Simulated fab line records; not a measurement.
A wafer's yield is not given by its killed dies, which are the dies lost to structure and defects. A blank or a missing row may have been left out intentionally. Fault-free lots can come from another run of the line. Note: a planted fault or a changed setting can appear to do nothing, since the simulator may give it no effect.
fab line records + flow sky130
record:
- lots: 6
- wafers: 18
- last-day: 50
route steps=708 shown NWELL@65 PAD_OPEN@708
lots that met no fault: taken from a fault-free run of the same line
start-h: start of the lot's first displayed wafer, in hours after the record's first day + wait-h: hours from the lot's prior step to this one + " same as the row above + L1.1+2: several wafers, shown together as one row + - either no value or no given start + * or withheld: withheld + < > ~ a bound
route shown NAME@n: names a module that has steps shown in the file, with the first one's number in the route + usual: average and standard deviation across the fault-free wafers + same: alike in all rows + chamber/n: place in a boat + sites: readings site by site + _std_site: the standard deviation of these + _edge_site: inner sites' mean taken away from outer sites' mean + radius-mm: how far each site lies from the wafer's centre + mask NAME#n: copy n + behind: the tool/chamber that last shaped the wafer + hold: why the lot was held/for how many hours/how that ended + device: the n, p or np transistor that did not switch + end of line: at the end of the route, the tests of the same wafers + a step with no rows: only its recipe + killed: dies that structure and defects cost at the first sort, which is not the same as the wafer's yield + map: dies across one wafer; x = killed, . = not, _ = none there
set.NAME: the setting that was run; set.NAME@STEP: the one run at that earlier step + model.NAME: the simulator's own value behind a step, which no gauge read
lots at selected steps of the route; one table per step, one row per wafer
services: a tool's chamber out of use, with start hour (start-h, from the record's first day; less than 0 if before it), hours out, and reason
== steps ==
step: SKY_NWELL_IMPLANT_12
recipe:
- species: P
- energy-kev: 120
- dose-cm2: 1.3e+12
- tilt-deg: withheld
step: SKY_NWELL_IMPLANT_13
recipe:
- species: P
- energy-kev: 50
- dose-cm2: 7e+11
- tilt-deg: withheld
step: SKY_NWELL_STRIP_14
recipe:
- chemistry: O2/N2
- power-w: 1400
- pressure-mtorr: 1500
- platen-temp-c: withheld
- o2-flow-sccm: 3000
- n2-flow-sccm: 300
- overash-fraction: 0.5
usual:
- drypump-motor-current-A: 5.6/0.41
- n2-flow-sccm: 299.9/0.94
- oes-product-au: 0.722/0.0047
- strip-time-to-endpoint-s: 36.90/0.11
| lot.wafer | tool            | chamber | start-h | wait-h | drypump-motor-current-A | n2-flow-sccm | oes-product-au | rf-hours-counter-h | strip-time-to-endpoint-s |
|-----------|-----------------|---------|---------|--------|-------------------------|--------------|----------------|--------------------|--------------------------|
| L863.3    | plasma-asher-03 | 1       | 120.61  | 0.1    | 5.3                     | 298.6        | 0.720          | -                  | 36.85                    |
| L863.4    | "               | 0       | "       | "      | 5.5                     | 299.7        | 0.731          | -                  | 36.76                    |
| L863.6    | "               | 1       | "       | "      | 5.3                     | 299.7        | 0.720          | -                  | 36.84                    |
| L868.1    | plasma-asher-01 | 1       | 144.55  | 0.1    | 5.0                     | 301.2        | 0.726          | 3                  | 36.88                    |
| L868.2    | "               | 0       | "       | "      | 5.5                     | 298.5        | 0.723          | 3                  | 36.91                    |
| L868.5    | "               | 1       | "       | "      | 5.0                     | 299.9        | 0.729          | -                  | 36.90                    |
| L869.1    | plasma-asher-03 | 1       | 150.04  | 0.1    | 5.3                     | 299.1        | 0.730          | 47                 | 37.15                    |
| L869.2    | "               | 0       | "       | "      | 5.5                     | 299.6        | 0.726          | 47                 | 37.09                    |
| L869.4    | "               | 1       | "       | "      | 5.3                     | 300.3        | 0.723          | -                  | 37.11                    |
| L875.2    | plasma-asher-01 | 0       | 187.35  | 0.1    | 5.5                     | 300.5        | 0.723          | 7                  | 36.81                    |
| L875.4    | "               | 1       | "       | "      | 5.0                     | 299.1        | 0.714          | -                  | 36.90                    |
| L875.6    | "               | 0       | "       | "      | 5.5                     | 300.6        | 0.731          | -                  | 36.84                    |
| L878.1    | plasma-asher-04 | 1       | 202.15  | 0.1    | 6.2                     | 301.6        | 0.719          | 38                 | 36.99                    |
| L878.3    | "               | 1       | "       | "      | 6.2                     | 301.6        | 0.717          | -                  | 36.96                    |
| L878.6    | "               | 0       | "       | "      | 5.9                     | 299.3        | 0.731          | -                  | 36.87                    |
| L880.2    | plasma-asher-04 | 1       | 212.39  | 0.1    | 6.2                     | 300.5        | 0.720          | 39                 | 36.86                    |
| L880.4    | "               | 0       | "       | "      | 5.9                     | 299.2        | 0.717          | -                  | 36.93                    |
| L880.6    | "               | 1       | "       | "      | 6.2                     | 299.8        | 0.717          | -                  | 36.86                    |
step: SKY_NWELL_TW_MEAS_15
usual:
- NWELL_TW: 1823/18
| lot.wafer | tool          | chamber | start-h | wait-h | NWELL_TW |
|-----------|---------------|---------|---------|--------|----------|
| L863.3    | film-metro-01 | -       | 120.69  | 0.1    | 1809     |
| L863.4    | "             | -       | "       | "      | 1817     |
| L863.6    | "             | -       | "       | "      | 1813     |
| L868.1    | film-metro-01 | -       | 144.65  | 0.1    | 1819     |
| L868.2    | "             | -       | "       | "      | 1824     |
| L868.5    | "             | -       | "       | "      | 1815     |
| L869.1    | film-metro-01 | -       | 150.14  | 0.1    | 1818     |
| L869.2    | "             | -       | "       | "      | 1828     |
| L869.4    | "             | -       | "       | "      | 1813     |
| L875.2    | film-metro-04 | -       | 187.46  | 0.1    | 1813     |
| L875.4    | "             | -       | "       | "      | 1814     |
| L875.6    | "             | -       | "       | "      | 1809     |
| L878.1    | film-metro-01 | -       | 202.25  | 0.1    | 1829     |
| L878.3    | "             | -       | "       | "      | 1831     |
| L878.6    | "             | -       | "       | "      | 1835     |
| L880.2    | film-metro-01 | -       | 212.50  | 0.1    | 1822     |
| L880.4    | "             | -       | "       | "      | 1829     |
| L880.6    | "             | -       | "       | "      | 1824     |
step: SKY_NWELL_DEHYDRATE_16
recipe:
- temp-c: 200
- time-s: 60
step: SKY_NWELL_HMDS_17
recipe:
- prime-time-s: 60
- prime-temp-c: 120
step: SKY_NWELL_COAT_18
recipe:
- spin-rpm: 2000
- resist-thk-nm: 3000
step: SKY_NWELL_SOFTBAKE_19
recipe:
- temp-c: 110
- time-s: withheld
step: SKY_NWELL_EXPOSE_20
recipe:
- mask-id: NWM_COMPLEMENT
- na: 0.6
- source-shape: conventional
- sigma-outer: 0.6
- polarization: unpolarized
- target-cd-nm: 840
- dose-mj: 260
step: SKY_NWELL_PEB_21
recipe:
- temp-c: 115
- time-s: withheld
step: SKY_NWELL_DEVELOP_22
recipe:
- wall-angle-deg: 90
- developer: TMAH
- develop-time-s: 60
- dev-temp-c: 23
step: SKY_NWELL_OVL_MEAS_23
usual:
- NWELL_01_OVL: -0.4/1.4
| lot.wafer | tool       | chamber | start-h | wait-h | NWELL_01_OVL[nm] |
|-----------|------------|---------|---------|--------|------------------|
| L863.3    | overlay-02 | -       | 138.25  | -      | -0.8             |
| L863.4    | "          | -       | "       | "      | -1.1             |
| L863.6    | "          | -       | "       | "      | -0.5             |
| L868.1    | overlay-01 | -       | 163.99  | -      | -2.0             |
| L868.2    | "          | -       | "       | "      | 0.3              |
| L868.5    | "          | -       | "       | "      | -0.9             |
| L869.1    | overlay-02 | -       | 169.95  | -      | 1.1              |
| L869.2    | "          | -       | "       | "      | 1.5              |
| L869.4    | "          | -       | "       | "      | -0.3             |
| L875.2    | overlay-02 | -       | 208.76  | -      | -0.1             |
| L875.4    | "          | -       | "       | "      | -2.7             |
| L875.6    | "          | -       | "       | "      | -0.1             |
| L878.1    | overlay-02 | -       | 223.75  | -      | -0.2             |
| L878.3    | "          | -       | "       | "      | 1.2              |
| L878.6    | "          | -       | "       | "      | -0.2             |
| L880.2    | overlay-01 | -       | 234.39  | -      | -0.6             |
| L880.4    | "          | -       | "       | "      | 0.5              |
| L880.6    | "          | -       | "       | "      | -1.4             |
step: SKY_NWELL_IMPLANT_24
recipe:
- species: B
- energy-kev: 141.4
- dose-cm2: 9.2e+12
- tilt-deg: withheld
usual:
- beam-energy-keV: 141.40/0.038
- faraday-current-uA: 51.9/1.1
| lot.wafer | tool         | chamber | start-h | wait-h | beam-energy-keV | faraday-current-uA |
|-----------|--------------|---------|---------|--------|-----------------|--------------------|
| L863.3    | implanter-02 | 0       | 138.32  | 0.1    | 141.45          | 54.0               |
| L863.4    | "            | 0       | "       | "      | 141.36          | 53.3               |
| L863.6    | "            | 0       | "       | "      | 141.37          | 51.3               |
| L868.1    | implanter-02 | 0       | 164.02  | 0.0    | 141.34          | 50.7               |
| L868.2    | "            | 0       | "       | "      | 141.32          | 51.0               |
| L868.5    | "            | 0       | "       | "      | 141.38          | 50.4               |
| L868.1    | implanter-02 | 0       | 164.34  | 0.3    | 141.43          | 51.6               |
| L868.2    | "            | 0       | "       | "      | 141.48          | 52.0               |
| L868.5    | "            | 0       | "       | "      | 141.40          | 51.3               |
| L869.1    | implanter-04 | 0       | 169.99  | 0.0    | 141.38          | 52.4               |
| L869.2    | "            | 0       | "       | "      | 141.46          | 50.3               |
| L869.4    | "            | 0       | "       | "      | 141.36          | 53.0               |
| L869.1    | implanter-04 | 0       | 170.31  | 0.3    | 141.41          | 52.1               |
| L869.2    | "            | 0       | "       | "      | 141.41          | 51.2               |
| L869.4    | "            | 0       | "       | "      | 141.43          | 54.1               |
| L875.2    | implanter-04 | 0       | 208.81  | 0.0    | 141.36          | 51.4               |
| L875.4    | "            | 0       | "       | "      | 141.39          | 51.4               |
| L875.6    | "            | 0       | "       | "      | 141.40          | 54.8               |
| L878.1    | implanter-04 | 0       | 223.79  | 0.0    | 141.41          | 52.7               |
| L878.3    | "            | 0       | "       | "      | 141.42          | 52.0               |
| L878.6    | "            | 0       | "       | "      | 141.34          | 52.5               |
| L880.2    | implanter-04 | 0       | 234.45  | 0.0    | 141.41          | 51.5               |
| L880.4    | "            | 0       | "       | "      | 141.42          | 54.4               |
| L880.6    | "            | 0       | "       | "      | 141.40          | 52.5               |
step: SKY_NWELL_STRIP_25
recipe:
- chemistry: O2/N2
- power-w: 1400
- pressure-mtorr: 1500
- platen-temp-c: withheld
- o2-flow-sccm: 3000
- n2-flow-sccm: 300
- overash-fraction: 0.5
usual:
- drypump-motor-current-A: 5.6/0.42
- n2-flow-sccm: 299.9/0.93
- oes-product-au: 0.722/0.0049
- strip-time-to-endpoint-s: 36.91/0.1
| lot.wafer | tool            | chamber | start-h | wait-h | drypump-motor-current-A | n2-flow-sccm | oes-product-au | rf-hours-counter-h | strip-time-to-endpoint-s |
|-----------|-----------------|---------|---------|--------|-------------------------|--------------|----------------|--------------------|--------------------------|
| L863.3    | plasma-asher-01 | 1       | 138.46  | 0.1    | 5.0                     | 301.1        | 0.722          | -                  | 36.81                    |
| L863.4    | "               | 0       | "       | "      | 5.5                     | 300.3        | 0.719          | -                  | 36.85                    |
| L863.6    | "               | 0       | "       | "      | 5.5                     | 300.4        | 0.716          | -                  | 36.81                    |
| L868.1    | plasma-asher-04 | 0       | 164.49  | 0.1    | 5.9                     | 299.6        | 0.718          | 35                 | 36.78                    |
| L868.2    | "               | 1       | "       | "      | 6.2                     | 299.5        | 0.720          | 35                 | 36.79                    |
| L868.5    | "               | 0       | "       | "      | 5.9                     | 299.9        | 0.723          | -                  | 36.85                    |
| L869.1    | plasma-asher-04 | 0       | 170.46  | 0.1    | 5.9                     | 299.3        | 0.730          | 35                 | 37.03                    |
| L869.2    | "               | 1       | "       | "      | 6.2                     | 300.0        | 0.723          | 35                 | 36.97                    |
| L869.4    | "               | 1       | "       | "      | 6.2                     | 299.0        | 0.720          | -                  | 37.04                    |
| L875.2    | plasma-asher-03 | 1       | 208.94  | 0.1    | 5.3                     | 301.1        | 0.727          | 53                 | 36.89                    |
| L875.4    | "               | 0       | "       | "      | 5.5                     | 299.5        | 0.727          | -                  | 36.97                    |
| L875.6    | "               | 1       | "       | "      | 5.3                     | 299.5        | 0.719          | -                  | 36.84                    |
| L878.1    | plasma-asher-03 | 1       | 223.94  | 0.1    | 5.3                     | 298.9        | 0.733          | 54                 | 36.98                    |
| L878.3    | "               | 1       | "       | "      | 5.3                     | 300.4        | 0.720          | -                  | 37.00                    |
| L878.6    | "               | 0       | "       | "      | 5.5                     | 299.5        | 0.717          | -                  | 37.03                    |
| L880.2    | plasma-asher-04 | 1       | 234.57  | 0.1    | 6.2                     | 301.1        | 0.716          | 41                 | 36.96                    |
| L880.4    | "               | 1       | "       | "      | 6.2                     | 300.6        | 0.722          | -                  | 37.04                    |
| L880.6    | "               | 0       | "       | "      | 5.9                     | 299.4        | 0.723          | -                  | 37.01                    |
step: SKY_NWELL_TW_MEAS_26
usual:
- NWELL_2_TW: 497/4.4
| lot.wafer | tool          | chamber | start-h | wait-h | NWELL_2_TW |
|-----------|---------------|---------|---------|--------|------------|
| L863.3    | film-metro-01 | -       | 138.54  | 0.1    | 499        |
| L863.4    | "             | -       | "       | "      | 494        |
| L863.6    | "             | -       | "       | "      | 492        |
| L868.1    | film-metro-02 | -       | 164.71  | 0.2    | 621        |
| L868.2    | "             | -       | "       | "      | 621        |
| L868.5    | "             | -       | "       | "      | 620        |
| L868.1    | film-metro-02 | -       | 164.94  | 0.2    | 625        |
| L868.2    | "             | -       | "       | "      | 620        |
| L868.5    | "             | -       | "       | "      | 621        |
| L869.1    | film-metro-02 | -       | 170.56  | 0.1    | 626        |
| L869.2    | "             | -       | "       | "      | 628        |
| L869.4    | "             | -       | "       | "      | 628        |
| L869.1    | film-metro-02 | -       | 170.82  | 0.2    | 631        |
| L869.2    | "             | -       | "       | "      | 629        |
| L869.4    | "             | -       | "       | "      | 626        |
| L875.2    | film-metro-01 | -       | 209.05  | 0.1    | 497        |
| L875.4    | "             | -       | "       | "      | 499        |
| L875.6    | "             | -       | "       | "      | 499        |
| L878.1    | film-metro-04 | -       | 224.04  | 0.1    | 493        |
| L878.3    | "             | -       | "       | "      | 495        |
| L878.6    | "             | -       | "       | "      | 495        |
| L880.2    | film-metro-01 | -       | 234.68  | 0.1    | 492        |
| L880.4    | "             | -       | "       | "      | 495        |
| L880.6    | "             | -       | "       | "      | 494        |
step: SKY_NWELL_CLEAN_27
recipe:
- chemistry: SC1/SC2
- mix: 1:4:20
- temp-c: 70
- time-s: 150
- dry: n2-spin
step: SKY_PAD_OPEN_PROBE_99
usual:
- killed_at_M0_to_M3: 43/7.3
- killed_at_M4_up: 3.5/2.2
- killed-at-contacts: 24/5.3
- killed-at-front-end: 15/4.2
- killed-at-other: 0.3/0.67
- killed-dies: 86/9.8
- killed-open: 47/7.2
- killed-short: 39/6.5
same:
- gross-dies: 492
- killed-at-back-side: 0
| lot.wafer | tool      | chamber | start-h | wait-h | killed_at_M0_to_M3 | killed_at_M4_up | killed-at-contacts | killed-at-front-end | killed-at-other | killed-dies | killed-open | killed-short | model.etest.pfet_16v.r-on-ohm-um | model.etest.res-iso-pwell.rs-ohm-sq | model.etest.res-pwell-under-gate.rs-ohm-sq | model.etest.nfet_16v.r-on-ohm-um | model.etest.res-iso-pwell.line-ohm-um | model.etest.tip_n_5v.rs-ohm-sq | model.etest.res-nwell.line-ohm-um | model.etest.res-nwell.width-nm |
|-----------|-----------|---------|---------|--------|--------------------|-----------------|--------------------|---------------------|-----------------|-------------|-------------|--------------|----------------------------------|-------------------------------------|--------------------------------------------|----------------------------------|---------------------------------------|--------------------------------|-----------------------------------|--------------------------------|
| L863.3    | prober-01 | -       | 1104.50 | 0.2    | 56                 | 3               | 24                 | 9                   | 2               | 94          | 54          | 39           | 1.544e+04                        | 3125                                | 2280                                       | 1.396e+04                        | 1180                                  | 1393                           | 1194                              | 838.3                          |
| L863.4    | prober-01 | -       | 1104.55 | 0.2    | 42                 | 5               | 18                 | 19                  | 0               | 84          | 49          | 33           | 1.477e+04                        | 2789                                | 2286                                       | 1.387e+04                        | 1057                                  | 1402                           | 1133                              | 834                            |
| L863.6    | prober-01 | -       | 1104.65 | 0.2    | 45                 | 1               | 25                 | 20                  | 0               | 91          | 46          | 44           | 1.508e+04                        | 2860                                | 2277                                       | 1.387e+04                        | 1079                                  | 1384                           | 1149                              | 843.4                          |
| L868.1    | prober-02 | -       | 1154.11 | 0.1    | 43                 | 3               | 27                 | 11                  | 0               | 84          | 53          | 31           | 1.121e+04                        | 1678                                | 1421                                       | 1.472e+04                        | 622.7                                 | 1511                           | 1227                              | 775.4                          |
| L868.2    | prober-02 | -       | 1154.16 | 0.1    | 51                 | 10              | 25                 | 16                  | 1               | 103         | 55          | 48           | 1.103e+04                        | 1572                                | 1425                                       | 1.47e+04                         | 578.3                                 | 1522                           | 1187                              | 772.2                          |
| L868.5    | prober-02 | -       | 1154.31 | 0.2    | 54                 | 2               | 27                 | 13                  | 0               | 96          | 54          | 41           | 1.12e+04                         | 1655                                | 1423                                       | 1.451e+04                        | 608.1                                 | 1507                           | 1215                              | 776.9                          |
| L869.1    | prober-02 | -       | 1157.11 | 0.1    | 35                 | 2               | 43                 | 23                  | 0               | 103         | 53          | 48           | 1.153e+04                        | 1825                                | 1407                                       | 1.465e+04                        | 678.4                                 | 1477                           | 1279                              | 786.8                          |
| L869.2    | prober-02 | -       | 1157.16 | 0.1    | 44                 | 2               | 16                 | 12                  | 0               | 74          | 38          | 36           | 1.146e+04                        | 1753                                | 1434                                       | 1.455e+04                        | 643.9                                 | 1472                           | 1236                              | 790                            |
| L869.4    | prober-02 | -       | 1157.26 | 0.2    | 41                 | 4               | 27                 | 21                  | 0               | 93          | 49          | 44           | 1.153e+04                        | 1772                                | 1427                                       | 1.453e+04                        | 657                                   | 1477                           | 1240                              | 791.1                          |
| L875.2    | prober-02 | -       | 1169.95 | 0.1    | 44                 | 6               | 19                 | 23                  | 0               | 92          | 51          | 41           | 1.463e+04                        | 2686                                | 2263                                       | 1.387e+04                        | 1007                                  | 1367                           | 1145                              | 816.9                          |
| L875.4    | prober-02 | -       | 1170.05 | 0.2    | 41                 | 2               | 22                 | 10                  | 0               | 75          | 38          | 37           | 1.464e+04                        | 2733                                | 2265                                       | 1.38e+04                         | 1033                                  | 1365                           | 1152                              | 817.3                          |
| L875.6    | prober-02 | -       | 1170.15 | 0.2    | 37                 | 3               | 23                 | 12                  | 0               | 75          | 46          | 29           | 1.453e+04                        | 2596                                | 2252                                       | 1.394e+04                        | 978.2                                 | 1367                           | 1131                              | 822.9                          |
| L878.1    | prober-01 | -       | 1181.26 | 0.1    | 56                 | 2               | 23                 | 16                  | 1               | 98          | 57          | 41           | 1.567e+04                        | 3347                                | 2281                                       | 1.412e+04                        | 1264                                  | 1405                           | 1191                              | 845.9                          |
| L878.3    | prober-01 | -       | 1181.36 | 0.2    | 49                 | 2               | 25                 | 13                  | 0               | 89          | 57          | 30           | 1.582e+04                        | 3440                                | 2280                                       | 1.421e+04                        | 1311                                  | 1402                           | 1227                              | 844.4                          |
| L878.6    | prober-01 | -       | 1181.51 | 0.2    | 48                 | 7               | 22                 | 16                  | 0               | 93          | 43          | 50           | 1.494e+04                        | 2977                                | 2281                                       | 1.388e+04                        | 1135                                  | 1410                           | 1132                              | 842.6                          |
| L880.2    | prober-02 | -       | 1205.69 | 0.1    | 40                 | 8               | 17                 | 7                   | 0               | 72          | 37          | 34           | 1.474e+04                        | 2912                                | 2278                                       | 1.373e+04                        | 1102                                  | 1356                           | 1130                              | 843                            |
| L880.4    | prober-02 | -       | 1205.79 | 0.2    | 45                 | 7               | 26                 | 12                  | 0               | 90          | 41          | 49           | 1.427e+04                        | 2632                                | 2286                                       | 1.358e+04                        | 992.2                                 | 1362                           | 1081                              | 838.4                          |
| L880.6    | prober-02 | -       | 1205.89 | 0.2    | 34                 | 6               | 30                 | 22                  | 0               | 92          | 51          | 38           | 1.46e+04                         | 2794                                | 2286                                       | 1.366e+04                        | 1049                                  | 1368                           | 1136                              | 834.2                          |
killed by level:class
L863.3 VIA2:geometric-particle:open=17 VIA1:geometric-particle:open=12 CONTACT:geometric-particle:open=9 CONTACT:geometric-particle:short=6 LOCAL_INTERCONNECT:geometric-particle:short=5 VIA3:geometric-particle:short=5 METAL2:geometric-particle:open=4 VIA3:geometric-particle:open=4
L863.4 VIA1:geometric-particle:open=11 CONTACT:geometric-particle:open=8 VIA2:geometric-particle:open=7 FIELD_ISO:geometric-particle:open=6 METAL2:geometric-particle:short=6 VIA3:geometric-particle:open=5 POLY_GATE:geometric-particle:open=5 CONTACT:geometric-particle:short=5
L863.6 VIA3:geometric-particle:open=12 VIA1:geometric-particle:open=8 CONTACT:geometric-particle:open=8 LOCAL_INTERCONNECT:geometric-particle:short=6 LI_CONTACT:geometric-particle:short=5 CONTACT:geometric-particle:short=5 METAL2:geometric-particle:short=5 FIELD_ISO:geometric-particle:open=4
L868.1 CONTACT:geometric-particle:open=12 VIA1:geometric-particle:short=8 VIA3:geometric-particle:open=8 LI_CONTACT:geometric-particle:open=7 VIA2:geometric-particle:open=6 VIA1:geometric-particle:open=6 METAL1:geometric-particle:short=5 FIELD_ISO:geometric-particle:open=3
L868.2 VIA1:geometric-particle:open=16 CONTACT:geometric-particle:open=10 METAL4:geometric-particle:short=8 VIA2:geometric-particle:open=6 METAL2:geometric-particle:short=6 CONTACT:geometric-particle:short=6 VIA1:geometric-particle:short=6 FIELD_ISO:geometric-particle:open=5
L868.5 VIA1:geometric-particle:open=13 VIA3:geometric-particle:open=9 LI_CONTACT:geometric-particle:open=8 CONTACT:geometric-particle:open=7 METAL1:geometric-particle:short=7 VIA2:geometric-particle:open=6 METAL2:geometric-particle:short=6 CONTACT:geometric-particle:short=5
L869.1 CONTACT:geometric-particle:open=15 FIELD_ISO:geometric-particle:open=9 LI_CONTACT:geometric-particle:open=9 CONTACT:geometric-particle:short=9 VIA3:geometric-particle:open=7 FIELD_ISO:geometric-particle:short=5 LI_CONTACT:geometric-particle:short=5 LOCAL_INTERCONNECT:geometric-particle:short=5
L869.2 VIA1:geometric-particle:open=13 CONTACT:geometric-particle:open=6 METAL2:geometric-particle:short=6 VIA3:geometric-particle:open=6 METAL1:geometric-particle:short=5 FIELD_ISO:geometric-particle:short=4 VIA2:geometric-particle:open=4 POLY_GATE:geometric-particle:short=3
L869.4 VIA2:geometric-particle:open=8 CONTACT:geometric-particle:short=8 CONTACT:geometric-particle:open=8 METAL1:geometric-particle:short=8 VIA3:geometric-particle:open=8 POLY_GATE:geometric-particle:open=6 FIELD_ISO:geometric-particle:open=5 LI_CONTACT:geometric-particle:open=5
L875.2 VIA1:geometric-particle:open=12 VIA2:geometric-particle:open=7 FIELD_ISO:geometric-particle:short=6 LI_CONTACT:geometric-particle:open=6 METAL3:geometric-particle:short=6 VIA3:geometric-particle:open=6 POLY_GATE:geometric-particle:open=5 METAL1:geometric-particle:short=5
L875.4 CONTACT:geometric-particle:open=11 VIA1:geometric-particle:open=8 LOCAL_INTERCONNECT:geometric-particle:short=5 VIA1:geometric-particle:short=5 VIA2:geometric-particle:open=5 METAL2:geometric-particle:short=4 VIA2:geometric-particle:short=4 METAL3:geometric-particle:short=4
L875.6 VIA1:geometric-particle:open=14 CONTACT:geometric-particle:open=9 LI_CONTACT:geometric-particle:open=6 POLY_GATE:geometric-particle:open=5 METAL1:geometric-particle:short=5 CONTACT:geometric-particle:short=4 VIA2:geometric-particle:open=4 POLY_GATE:geometric-particle:short=3
L878.1 VIA1:geometric-particle:open=15 CONTACT:geometric-particle:open=10 METAL2:geometric-particle:short=9 VIA3:geometric-particle:open=9 VIA2:geometric-particle:open=8 FIELD_ISO:geometric-particle:short=6 VIA1:geometric-particle:short=5 LI_CONTACT:geometric-particle:open=4
L878.3 VIA1:geometric-particle:open=13 VIA2:geometric-particle:open=11 CONTACT:geometric-particle:open=9 LI_CONTACT:geometric-particle:open=6 METAL1:geometric-particle:short=6 METAL2:geometric-particle:short=6 VIA3:geometric-particle:open=5 LOCAL_INTERCONNECT:geometric-particle:short=4
L878.6 VIA1:geometric-particle:open=12 METAL2:geometric-particle:short=7 VIA1:geometric-particle:short=7 LI_CONTACT:geometric-particle:open=7 VIA2:geometric-particle:open=5 LOCAL_INTERCONNECT:geometric-particle:short=5 METAL1:geometric-particle:short=5 POLY_GATE:geometric-particle:open=4
L880.2 VIA1:geometric-particle:open=11 CONTACT:geometric-particle:open=8 METAL2:geometric-particle:short=8 METAL4:geometric-particle:short=7 VIA3:geometric-particle:open=6 LI_CONTACT:geometric-particle:open=5 METAL1:geometric-particle:short=5 LOCAL_INTERCONNECT:geometric-particle:short=3
L880.4 VIA1:geometric-particle:open=12 CONTACT:geometric-particle:open=10 LOCAL_INTERCONNECT:geometric-particle:short=8 METAL4:geometric-particle:short=7 CONTACT:geometric-particle:short=5 VIA1:geometric-particle:short=5 VIA2:geometric-particle:open=5 VIA3:geometric-particle:short=5
L880.6 CONTACT:geometric-particle:open=14 VIA1:geometric-particle:open=12 POLY_GATE:geometric-particle:open=9 LI_CONTACT:geometric-particle:short=6 METAL4:geometric-particle:short=6 POLY_GATE:geometric-particle:short=4 LOCAL_INTERCONNECT:geometric-particle:short=4 CONTACT:geometric-particle:short=4
== services ==
| tool            | chamber | start-h | hours | kind       |
|-----------------|---------|---------|-------|------------|
| plasma-asher-01 | -       | 108.75  | 9.0   | pm         |
| plasma-asher-01 | 0       | 108.75  | 9.0   | vent-cycle |
| plasma-asher-01 | 1       | 108.75  | 9.0   | vent-cycle |
| plasma-asher-01 | 0       | 117.75  | -     | clean      |
| plasma-asher-01 | 1       | 117.75  | -     | clean      |
| plasma-asher-04 | -       | 122.35  | 0.3   | repair     |
| implanter-02    | -       | 131.16  | 6.6   | pm         |
| plasma-asher-04 | -       | 137.19  | 0.7   | repair     |
| implanter-02    | -       | 156.80  | 1.1   | repair     |
| implanter-02    | -       | 175.75  | 8.5   | pm         |
| plasma-asher-04 | -       | 196.44  | 2.8   | pm         |
| implanter-04    | -       | 213.88  | 3.0   | repair     |
| implanter-02    | -       | 214.25  | 2.6   | pm         |
== key ==
first-sign:
- step: SKY_NWELL_IMPLANT_24
- reading: visit
- direction: added
effect:
- step: SKY_NWELL_TW_MEAS_26
- reading: visit
- direction: added
effect:
- step: SKY_NWELL_TW_MEAS_26
- reading: NWELL_2_TW
- direction: up
- sigmas: 29
- usual: 497
- struck: 624
model-effect:
- step: SKY_PAD_OPEN_PROBE_99
- value: etest.pfet_16v.r-on-ohm-um
- without: 1.511e+04
- struck: 1.133e+04
met-at SKY_NWELL_IMPLANT_24
struck-wafers L868.1,L868.2,L868.5,L869.1,L869.2,L869.4
tester-left-out L868,L869
fault:
- kind: repeated-step-whole
- tool: implanter-01,implanter-02,implanter-04
- chamber: -
- onset-h: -
- steps: SKY_NWELL_IMPLANT_24
- times: 1
- scope: struck-lots-only
tester-left-out: of these lots the tester's yield and bins aren't shown, on N5 and GAA mostly nor the transistor test; their killed dies are dies lost to structure and defects alone, not to doping, threshold or leakage, so they don't give the yield
